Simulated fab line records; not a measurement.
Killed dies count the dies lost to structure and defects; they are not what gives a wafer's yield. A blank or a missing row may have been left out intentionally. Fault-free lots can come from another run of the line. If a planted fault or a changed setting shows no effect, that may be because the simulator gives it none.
Which tool did it? || flow gf180mcu || 39 wafers from 13 lots sampled at 4 of the route's 602 steps

== WHAT THE GAUGES READ, wafer by wafer ==
GF_V4_THK_MEAS_01. Usual: for V4_CVD_00_THK the level is 600 nm and the standard deviation is 7.4.
{"lot": "L416", "measured": "day 23 18:04", "on": "film metro-03", "V4_CVD_00_THK (nm)": "601 610 601", "flag": ""}
{"lot": "L417", "measured": "day 24 02:02", "on": "film metro-04", "V4_CVD_00_THK (nm)": "604 603 601", "flag": ""}
{"lot": "L418", "measured": "day 24 11:15", "on": "film metro-04", "V4_CVD_00_THK (nm)": "602 600 594", "flag": ""}
{"lot": "L420", "measured": "day 24 22:15", "on": "film metro-02", "V4_CVD_00_THK (nm)": "599 598 591", "flag": ""}
{"lot": "L422", "measured": "day 25 16:08", "on": "film metro-04", "V4_CVD_00_THK (nm)": "606 597 601", "flag": ""}
{"lot": "L423", "measured": "day 26 03:11", "on": "film metro-02", "V4_CVD_00_THK (nm)": "604 610 602", "flag": ""}
{"lot": "L424", "measured": "day 26 08:51", "on": "film metro-02", "V4_CVD_00_THK (nm)": "605 601 604", "flag": ""}
{"lot": "L425", "measured": "day 26 18:01", "on": "film metro-03", "V4_CVD_00_THK (nm)": "600 596 598", "flag": ""}
{"lot": "L427", "measured": "day 27 01:23", "on": "film metro-02", "V4_CVD_00_THK (nm)": "602 603 594", "flag": ""}
{"lot": "L430", "measured": "day 28 06:09", "on": "film metro-02", "V4_CVD_00_THK (nm)": "592 590 605", "flag": ""}
{"lot": "L433", "measured": "day 29 05:00", "on": "film metro-03", "V4_CVD_00_THK (nm)": "591 587 593", "flag": ""}
{"lot": "L437", "measured": "day 30 19:01", "on": "film metro-03", "V4_CVD_00_THK (nm)": "610 605 609", "flag": ""}
{"lot": "L438", "measured": "day 30 14:50", "on": "film metro-03", "V4_CVD_00_THK (nm)": "602 624 612", "flag": ""}

GF_V4_BOW_MEAS_05. Usual: for V4_BOW the level is 134 um and the standard deviation is 9.8.
{"lot": "L416", "measured": "day 23 18:35", "on": "film metro-02", "V4_BOW (um)": "137 133 127", "flag": ""}
{"lot": "L417", "measured": "day 24 02:32", "on": "film metro-03", "V4_BOW (um)": "148 148 162", "flag": ""}
{"lot": "L418", "measured": "day 24 11:44", "on": "film metro-02", "V4_BOW (um)": "140 135 128", "flag": ""}
{"lot": "L420", "measured": "day 24 22:44", "on": "film metro-02", "V4_BOW (um)": "123 128 129", "flag": ""}
{"lot": "L422", "measured": "day 25 16:37", "on": "film metro-03", "V4_BOW (um)": "121 118 128", "flag": ""}
{"lot": "L423", "measured": "day 26 03:41", "on": "film metro-04", "V4_BOW (um)": "125 116 125", "flag": ""}
{"lot": "L424", "measured": "day 26 09:21", "on": "film metro-02", "V4_BOW (um)": "152 142 136", "flag": ""}
{"lot": "L425", "measured": "day 26 18:31", "on": "film metro-03", "V4_BOW (um)": "137 147 143", "flag": ""}
{"lot": "L427", "measured": "day 27 02:12", "on": "film metro-03", "V4_BOW (um)": "136 142 138", "flag": ""}
{"lot": "L430", "measured": "day 28 06:39", "on": "film metro-02", "V4_BOW (um)": "145 131 131", "flag": ""}
{"lot": "L433", "measured": "day 29 05:34", "on": "film metro-03", "V4_BOW (um)": "131 119 123", "flag": ""}
{"lot": "L437", "measured": "day 30 19:34", "on": "film metro-02", "V4_BOW (um)": "122 132 150", "flag": ""}
{"lot": "L438", "measured": "day 30 15:23", "on": "film metro-02", "V4_BOW (um)": "144 132 132", "flag": ""}

== TOOL THAT RAN EACH LOT (tool first, then ch and the chambers of the sampled wafers, then the start) ==
{"lot": "L416", "GF_STI_STRIP_15": "plasma asher-04 ch 0,1, day 2 06:41", "GF_VT_IMPLANT_STRIP_42": "plasma asher-04 ch 0,1, day 7 17:45"}
{"lot": "L417", "GF_STI_STRIP_15": "plasma asher-04 ch 0,1, day 2 12:56", "GF_VT_IMPLANT_STRIP_42": "plasma asher-01 ch 0,1, day 8 00:24"}
{"lot": "L418", "GF_STI_STRIP_15": "plasma asher-04 ch 0,1, day 2 17:01", "GF_VT_IMPLANT_STRIP_42": "plasma asher-02 ch 0,1, day 8 07:35"}
{"lot": "L420", "GF_STI_STRIP_15": "plasma asher-02 ch 0,1, day 3 02:50", "GF_VT_IMPLANT_STRIP_42": "plasma asher-02 ch 0,1, day 8 18:51"}
{"lot": "L422", "GF_STI_STRIP_15": "plasma asher-04 ch 0,1, day 3 13:42", "GF_VT_IMPLANT_STRIP_42": "plasma asher-02 ch 0,1, day 9 07:12"}
{"lot": "L423", "GF_STI_STRIP_15": "plasma asher-02 ch 0,1, day 3 18:32", "GF_VT_IMPLANT_STRIP_42": "plasma asher-02 ch 0,1, day 9 17:01"}
{"lot": "L424", "GF_STI_STRIP_15": "plasma asher-04 ch 0,1, day 3 23:59", "GF_VT_IMPLANT_STRIP_42": "plasma asher-04 ch 0, day 9 21:42"}
{"lot": "L425", "GF_STI_STRIP_15": "plasma asher-02 ch 0,1, day 4 04:57", "GF_VT_IMPLANT_STRIP_42": "plasma asher-02 ch 0,1, day 10 03:23"}
{"lot": "L427", "GF_STI_STRIP_15": "plasma asher-04 ch 0,1, day 4 15:05", "GF_VT_IMPLANT_STRIP_42": "plasma asher-01 ch 0,1, day 10 17:14"}
{"lot": "L430", "GF_STI_STRIP_15": "plasma asher-02 ch 0,1, day 5 07:39", "GF_VT_IMPLANT_STRIP_42": "plasma asher-01 ch 1, day 11 14:40"}
{"lot": "L433", "GF_STI_STRIP_15": "plasma asher-03 ch 0,1, day 5 22:08", "GF_VT_IMPLANT_STRIP_42": "plasma asher-04 ch 0,1, day 12 11:29"}
{"lot": "L437", "GF_STI_STRIP_15": "plasma asher-02 ch 0,1, day 6 19:29", "GF_VT_IMPLANT_STRIP_42": "plasma asher-01 ch 0,1, day 14 02:14"}
{"lot": "L438", "GF_STI_STRIP_15": "plasma asher-03 ch 0, day 7 00:17", "GF_VT_IMPLANT_STRIP_42": "plasma asher-02 ch 0,1, day 14 01:16"}
- GF_STI_STRIP_15: strips in O2/N2.
- GF_VT_IMPLANT_STRIP_42: strips in O2/N2.

== AS READ BY THE TOOLS THEMSELVES (means over the sampled wafers that have a number; for cases with no such wafer, the mark the record gives instead) ==
GF_STI_STRIP_15. Usual: drypump motor current A 5.8 A, standard deviation 0.46; heater power w 317 W, standard deviation 21; oes product au 0.384 a.u., standard deviation 0.0048; strip time to endpoint s 3.74 s, standard deviation 0.057.
{"lot": "L416", "tool": "plasma asher-04", "drypump motor current A (A)": 5.9, "heater power w (W)": 317, "oes product au (a.u.)": 0.382, "strip time to endpoint s (s)": 3.72, "flag": ""}
{"lot": "L417", "tool": "plasma asher-04", "drypump motor current A (A)": 5.9, "heater power w (W)": 319, "oes product au (a.u.)": 0.390, "strip time to endpoint s (s)": 3.72, "flag": ""}
{"lot": "L418", "tool": "plasma asher-04", "drypump motor current A (A)": 5.9, "heater power w (W)": 317, "oes product au (a.u.)": 0.388, "strip time to endpoint s (s)": 3.74, "flag": ""}
{"lot": "L420", "tool": "plasma asher-02", "drypump motor current A (A)": 5.7, "heater power w (W)": 315, "oes product au (a.u.)": 0.384, "strip time to endpoint s (s)": 3.73, "flag": ""}
{"lot": "L422", "tool": "plasma asher-04", "drypump motor current A (A)": 5.9, "heater power w (W)": 320, "oes product au (a.u.)": 0.383, "strip time to endpoint s (s)": 3.71, "flag": ""}
{"lot": "L423", "tool": "plasma asher-02", "drypump motor current A (A)": 5.7, "heater power w (W)": 313, "oes product au (a.u.)": 0.385, "strip time to endpoint s (s)": 3.68, "flag": ""}
{"lot": "L424", "tool": "plasma asher-04", "drypump motor current A (A)": 5.9, "heater power w (W)": 323, "oes product au (a.u.)": 0.383, "strip time to endpoint s (s)": 3.74, "flag": ""}
{"lot": "L425", "tool": "plasma asher-02", "drypump motor current A (A)": 6.2, "heater power w (W)": 305, "oes product au (a.u.)": 0.382, "strip time to endpoint s (s)": 3.72, "flag": ""}
{"lot": "L427", "tool": "plasma asher-04", "drypump motor current A (A)": 5.9, "heater power w (W)": 325, "oes product au (a.u.)": 0.384, "strip time to endpoint s (s)": 3.76, "flag": ""}
{"lot": "L430", "tool": "plasma asher-02", "drypump motor current A (A)": 6.2, "heater power w (W)": 303, "oes product au (a.u.)": 0.385, "strip time to endpoint s (s)": 3.73, "flag": ""}
{"lot": "L433", "tool": "plasma asher-03", "drypump motor current A (A)": 5.3, "heater power w (W)": 309, "oes product au (a.u.)": 0.383, "strip time to endpoint s (s)": 3.73, "flag": ""}
{"lot": "L437", "tool": "plasma asher-02", "drypump motor current A (A)": 5.7, "heater power w (W)": 315, "oes product au (a.u.)": 0.389, "strip time to endpoint s (s)": 3.71, "flag": ""}
{"lot": "L438", "tool": "plasma asher-03", "drypump motor current A (A)": 5.8, "heater power w (W)": 344, "oes product au (a.u.)": 0.384, "strip time to endpoint s (s)": 3.76, "flag": ""}

GF_VT_IMPLANT_STRIP_42. Usual: drypump motor current A 5.7 A, standard deviation 0.53; heater power w 323 W, standard deviation 26; oes product au 0.716 a.u., standard deviation 0.0044; strip time to endpoint s 12.64 s, standard deviation 0.039.
{"lot": "L416", "tool": "plasma asher-04", "drypump motor current A (A)": 5.9, "heater power w (W)": 315, "oes product au (a.u.)": 0.713, "strip time to endpoint s (s)": 12.62, "flag": ""}
{"lot": "L417", "tool": "plasma asher-01", "drypump motor current A (A)": 5.4, "heater power w (W)": 347, "oes product au (a.u.)": 0.722, "strip time to endpoint s (s)": 12.64, "flag": ""}
{"lot": "L418", "tool": "plasma asher-02", "drypump motor current A (A)": 5.7, "heater power w (W)": 318, "oes product au (a.u.)": 0.716, "strip time to endpoint s (s)": 12.60, "flag": ""}
{"lot": "L420", "tool": "plasma asher-02", "drypump motor current A (A)": 6.2, "heater power w (W)": 307, "oes product au (a.u.)": 0.714, "strip time to endpoint s (s)": 12.55, "flag": ""}
{"lot": "L422", "tool": "plasma asher-02", "drypump motor current A (A)": 5.7, "heater power w (W)": 316, "oes product au (a.u.)": 0.719, "strip time to endpoint s (s)": 12.61, "flag": ""}
{"lot": "L423", "tool": "plasma asher-02", "drypump motor current A (A)": 5.7, "heater power w (W)": 318, "oes product au (a.u.)": 0.713, "strip time to endpoint s (s)": 12.65, "flag": ""}
{"lot": "L424", "tool": "plasma asher-04", "drypump motor current A (A)": 5.8, "heater power w (W)": 307, "oes product au (a.u.)": 0.717, "strip time to endpoint s (s)": 12.64, "flag": ""}
{"lot": "L425", "tool": "plasma asher-02", "drypump motor current A (A)": 5.7, "heater power w (W)": 309, "oes product au (a.u.)": 0.717, "strip time to endpoint s (s)": 12.63, "flag": ""}
{"lot": "L427", "tool": "plasma asher-01", "drypump motor current A (A)": 5.3, "heater power w (W)": 329, "oes product au (a.u.)": 0.713, "strip time to endpoint s (s)": 12.70, "flag": ""}
{"lot": "L430", "tool": "plasma asher-01", "drypump motor current A (A)": 5.0, "heater power w (W)": 298, "oes product au (a.u.)": 0.719, "strip time to endpoint s (s)": 12.68, "flag": ""}
{"lot": "L433", "tool": "plasma asher-04", "drypump motor current A (A)": 5.9, "heater power w (W)": 324, "oes product au (a.u.)": 0.937, "strip time to endpoint s (s)": "-", "flag": "OFF"}
{"lot": "L437", "tool": "plasma asher-01", "drypump motor current A (A)": 5.2, "heater power w (W)": 326, "oes product au (a.u.)": 0.718, "strip time to endpoint s (s)": 12.65, "flag": ""}
{"lot": "L438", "tool": "plasma asher-02", "drypump motor current A (A)": 6.2, "heater power w (W)": 312, "oes product au (a.u.)": 0.717, "strip time to endpoint s (s)": 12.62, "flag": ""}

== THE ANSWER, worked out from the rows above alone ==
Rule: take the mean of a lot's wafers that have a number; if it is more than 3 standard deviations from the usual mean, the lot is off. A lot without any number at a reading at which 4 lots or more have one is off too. The other lots that the step has rows for count as sound. First the gauges in route order, then the tools' own readings, where a lot's mean is used as printed above. The first step at which some lot is off is used, and at that step the reading that is off furthest; a lot without a number counts as furthest.
Off: L433 (GF_VT_IMPLANT_STRIP_42, strip time to endpoint s). Without a number there: L433.
A tool fits if, at that step or a process step before it, it ran every lot that is off, and no sound lot after the first of them. One fits: plasma asher-04 at GF_VT_IMPLANT_STRIP_42. Its last sound lot is L424 (day 9 21:42), its first lot that is off L433 (day 12 11:29): a fault that began between those two fits.
On the lots that are off, the tool's own readings at GF_VT_IMPLANT_STRIP_42 differ by more than 5 times the standard deviation of the sound lots' means, which bears it out; oes product au reads 0.937 a.u. there versus 0.716 a.u. on the sound lots.
Blank at GF_VT_IMPLANT_STRIP_42 on the lots that are off, where sound lots have numbers: strip time to endpoint s.

== WHAT THE SIMULATOR HAD INSERTED ==
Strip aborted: plasma asher-04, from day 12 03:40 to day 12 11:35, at GF_VT_IMPLANT_STRIP_42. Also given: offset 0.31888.
Struck lots among those shown: L433. The rule given above showed the same thing.
